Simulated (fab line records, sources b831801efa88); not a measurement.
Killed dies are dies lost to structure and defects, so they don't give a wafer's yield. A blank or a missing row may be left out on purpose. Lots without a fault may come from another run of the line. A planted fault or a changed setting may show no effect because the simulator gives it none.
Tool commonality check | flow gf180mcu | 14 lots, 42 wafers sampled

WHY IT WAS OPENED
At GF_PSD_OVL_MEAS_08 the reading PSD_OVL is flagged on 4 of 14 lots. Wafers without a fault read 0.3 nm, standard deviation 1.2.
Rule: a lot is flagged when every wafer of it that has a number lies more than 4 standard deviations from that mean, or none has a number. The other lots count as sound.

lot  | measured     | on         | PSD_OVL (nm), wafer by wafer | flag
L307 | day 15 16:01 | overlay-01 | -0.3 -2.0 -0.3               |
L308 | day 15 23:08 | overlay-02 | 0.4 1.3 0.1                  |
L309 | day 16 08:50 | overlay-01 | -0.4 1.2 0.4                 |
L310 | day 16 20:41 | overlay-01 | -0.8 -1.2 1.5                |
L312 | day 17 10:46 | overlay-01 | 0.0 0.1 -0.1                 |
L313 | day 17 17:59 | overlay-01 | 0.5 -0.7 0.4                 |
L314 | day 18 09:46 | overlay-02 | -1.3 0.3 -0.7                |
L315 | day 18 13:07 | overlay-02 | 0.2 -0.7 0.6                 |
L316 | day 18 20:49 | overlay-01 | -90.9 -92.7 -91.4            | FLAGGED
L317 | day 19 04:16 | overlay-01 | -92.8 -95.6 -93.4            | FLAGGED
L319 | day 19 21:56 | overlay-02 | -93.5 -91.1 -93.4            | FLAGGED
L322 | day 20 21:40 | overlay-01 | 0.3 1.1 1.2                  |
L325 | day 22 00:53 | overlay-01 | -91.4 -92.0 -92.7            | FLAGGED
L326 | day 22 08:02 | overlay-01 | -0.1 -0.4 0.9                |
The numbers of the flagged lots are -92.6 nm on average: -92.9 nm against the usual, or -77 standard deviations.

WHICH TOOL RAN EACH LOT
The record holds 2 process steps before the reading, out of a route of 602 steps. In each cell: the tool, then ch and the chambers that the sampled wafers went through, then the start.
lot  | flag    | GF_PSD_SOFTBAKE_03                | GF_PSD_EXPOSE_04
L307 |         | litho_track-04 ch 0, day 15 05:09 | iline_stepper-02 ch 0, day 15 05:18
L308 |         | litho_track-02 ch 0, day 15 12:21 | iline_stepper-01 ch 0, day 15 12:37
L309 |         | litho_track-02 ch 0, day 15 21:40 | iline_stepper-02 ch 0, day 15 21:56
L310 |         | litho_track-04 ch 0, day 16 09:15 | iline_stepper-02 ch 0, day 16 09:23
L312 |         | litho_track-04 ch 0, day 16 22:39 | iline_stepper-02 ch 0, day 16 22:56
L313 |         | litho_track-04 ch 0, day 17 06:26 | iline_stepper-02 ch 0, day 17 06:34
L314 |         | litho_track-04 ch 0, day 17 21:39 | iline_stepper-02 ch 0, day 17 21:48
L315 |         | litho_track-04 ch 0, day 18 00:51 | iline_stepper-02 ch 0, day 18 01:00
L316 | FLAGGED | litho_track-03 ch 0, day 18 08:28 | iline_stepper-02 ch 0, day 18 08:37
L317 | FLAGGED | litho_track-04 ch 0, day 18 15:50 | iline_stepper-02 ch 0, day 18 15:58
L319 | FLAGGED | litho_track-02 ch 0, day 19 09:36 | iline_stepper-02 ch 0, day 19 09:52
L322 |         | litho_track-04 ch 0, day 20 09:09 | iline_stepper-01 ch 0, day 20 09:18
L325 | FLAGGED | litho_track-04 ch 0, day 21 12:57 | iline_stepper-02 ch 0, day 21 13:13
L326 |         | litho_track-02 ch 0, day 21 20:18 | iline_stepper-01 ch 0, day 21 20:34
What these steps do:
- GF_PSD_SOFTBAKE_03: time 61.61 s.
- GF_PSD_EXPOSE_04: exposes mask Pplus, target cd 400 nm.
- GF_PSD_OVL_MEAS_08

FLAGGED OVER TOTAL, TOOL BY TOOL (the gauges that took the reading come last)
step               | tool             | lots run | flagged | share of the flagged lots | sound lots run after its first flagged lot
GF_PSD_SOFTBAKE_03 | litho_track-02   | 4        | 1       | some                      | 1 (L326)
GF_PSD_SOFTBAKE_03 | litho_track-03   | 1        | 1       | some                      | 0
GF_PSD_SOFTBAKE_03 | litho_track-04   | 9        | 2       | some                      | 1 (L322)
GF_PSD_EXPOSE_04   | iline_stepper-01 | 3        | 0       | none                      | -
GF_PSD_EXPOSE_04   | iline_stepper-02 | 11       | 4       | all                       | 0
GF_PSD_OVL_MEAS_08 | overlay-01       | 10       | 3       | some                      | 2 (L322,L326)
GF_PSD_OVL_MEAS_08 | overlay-02       | 4        | 1       | some                      | 0

WHAT THE TABLE ALLOWS
1 row of the table ran every flagged lot: iline_stepper-02 at GF_PSD_EXPOSE_04.
- iline_stepper-02 at GF_PSD_EXPOSE_04: 4 of its 11 lots flagged. Its last sound lot is L315 (day 18 01:00), its first flagged lot L316 (day 18 08:37): a fault that began between those two fits.
One tool is left: iline_stepper-02 at GF_PSD_EXPOSE_04.

WHAT THE SIMULATOR HAD PUT IN
Scanner matching overlay: iline_stepper-02, from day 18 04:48 on, at GF_PSD_EXPOSE_04. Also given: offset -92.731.
Lots struck among those shown: L316, L317, L319, L325. The rule above found the same.
